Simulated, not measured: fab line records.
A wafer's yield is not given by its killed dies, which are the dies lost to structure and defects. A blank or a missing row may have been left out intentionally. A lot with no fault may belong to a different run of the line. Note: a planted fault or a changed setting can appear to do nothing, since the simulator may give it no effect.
One fault through the eyes of 2 desks || flow gf180mcu || numbers are kept per desk, each desk with only its own; the story behind them comes last

## FOR THE TOOL OWNER'S DESK: hdpcvd-01
The tool's own readings at GF_CONTACT_CVD_00 (deposits SiO2, target thk 300 nm, time 50 s): means of the sampled wafers that have a number, for each lot that ran on this tool. A lot is out of limits, marked OUT, if its mean lies more than 4 standard deviations from the usual mean; the brackets give that distance.
Columns: A = sih4FlowSccm at GF_CONTACT_CVD_00, usual 60.01 sccm
{"lot": "L955", "first seen here": "day 15 20:08", "A": 60.13}
{"lot": "L956", "first seen here": "day 16 06:53", "A": 59.93}
{"lot": "L957", "first seen here": "day 16 18:03", "A": 60.03}
{"lot": "L960", "first seen here": "day 17 22:38", "A": 60.03}
{"lot": "L962", "first seen here": "day 18 08:56", "A": "50.05 (-50) OUT"}
{"lot": "L963", "first seen here": "day 19 01:01", "A": "49.90 (-51) OUT"}
{"lot": "L964", "first seen here": "day 19 06:11", "A": "49.97 (-50) OUT"}
{"lot": "L973", "first seen here": "day 22 12:31", "A": 60.10}
{"lot": "L974", "first seen here": "day 22 17:07", "A": 59.94}
{"lot": "L975", "first seen here": "day 22 20:46", "A": 60.03}
{"lot": "L976", "first seen here": "day 23 07:38", "A": 59.92}
This desk's verdict: out of limits on L962, L963, L964, starting with L962 at day 18 08:56 (sih4FlowSccm at GF_CONTACT_CVD_00). Within limits: L955, L956, L957, L960, L973, L974, L975, L976.

## FROM THE METROLOGY DESK
Means of the sampled wafers that have a number, per lot and without regard to the tool the lot ran on: this is what the gauges read. A lot is out of limits, marked OUT, if its mean lies more than 4 standard deviations from the usual mean; the brackets give that distance.
Columns: A = SAB_OVL at GF_SAB_OVL_MEAS_10, usual -0.6 nm; B = SALICIDE_TIN_THK at GF_SALICIDE_THK_MEAS_05, usual 19.3 nm; C = CONTACT_CVD_00_THK at GF_CONTACT_THK_MEAS_01, usual 300 nm
{"lot": "L954", "first seen here": "day 15 15:37", "A": -0.1, "B": 18.9, "C": 300}
{"lot": "L955", "first seen here": "day 15 19:14", "A": -0.1, "B": 18.9, "C": 298}
{"lot": "L956", "first seen here": "day 16 05:59", "A": -0.4, "B": 19.1, "C": 297}
{"lot": "L957", "first seen here": "day 16 17:08", "A": 0.1, "B": 19.1, "C": 304}
{"lot": "L960", "first seen here": "day 17 21:44", "A": -1.7, "B": 19.8, "C": 298}
{"lot": "L962", "first seen here": "day 18 08:02", "A": -1.3, "B": 19.4, "C": "251 (-14) OUT"}
{"lot": "L963", "first seen here": "day 19 00:07", "A": 0.1, "B": 19.6, "C": "248 (-15) OUT"}
{"lot": "L964", "first seen here": "day 19 05:17", "A": -1.5, "B": 19.4, "C": "250 (-15) OUT"}
{"lot": "L972", "first seen here": "day 22 05:19", "A": -0.3, "B": 19.4, "C": 303}
{"lot": "L973", "first seen here": "day 22 11:34", "A": -0.1, "B": 19.1, "C": 300}
{"lot": "L974", "first seen here": "day 22 16:14", "A": 0.0, "B": 19.2, "C": 305}
{"lot": "L975", "first seen here": "day 22 19:52", "A": 0.2, "B": 19.6, "C": 298}
{"lot": "L976", "first seen here": "day 23 06:36", "A": -2.9, "B": 19.7, "C": 306}
This desk reports L962, L963, L964 out of limits; the earliest was L962 at day 18 08:59 (CONTACT_CVD_00_THK at GF_CONTACT_THK_MEAS_01). Within limits: L954, L955, L956, L957, L960, L972, L973, L974, L975, L976.

## BROUGHT TOGETHER
The tool owner's desk could have raised an alarm at day 18 08:56, on L962, L963, L964.
The metrology desk could have raised an alarm at day 18 08:59, on L962, L963, L964.
On hdpcvd-01, each named lot ran GF_CONTACT_CVD_00.

## WHAT THE SIMULATOR HAD INSERTED
hdpcvd-01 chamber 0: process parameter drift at GF_CONTACT_CVD_00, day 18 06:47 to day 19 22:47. A move of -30 in setting sih4FlowSccm, from 60. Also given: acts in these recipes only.
Struck lots among those shown: L962, L963, L964.
Time in hours from fault onset to the first out-of-limits reading at each desk: tool owner's desk 2, metrology desk 2.
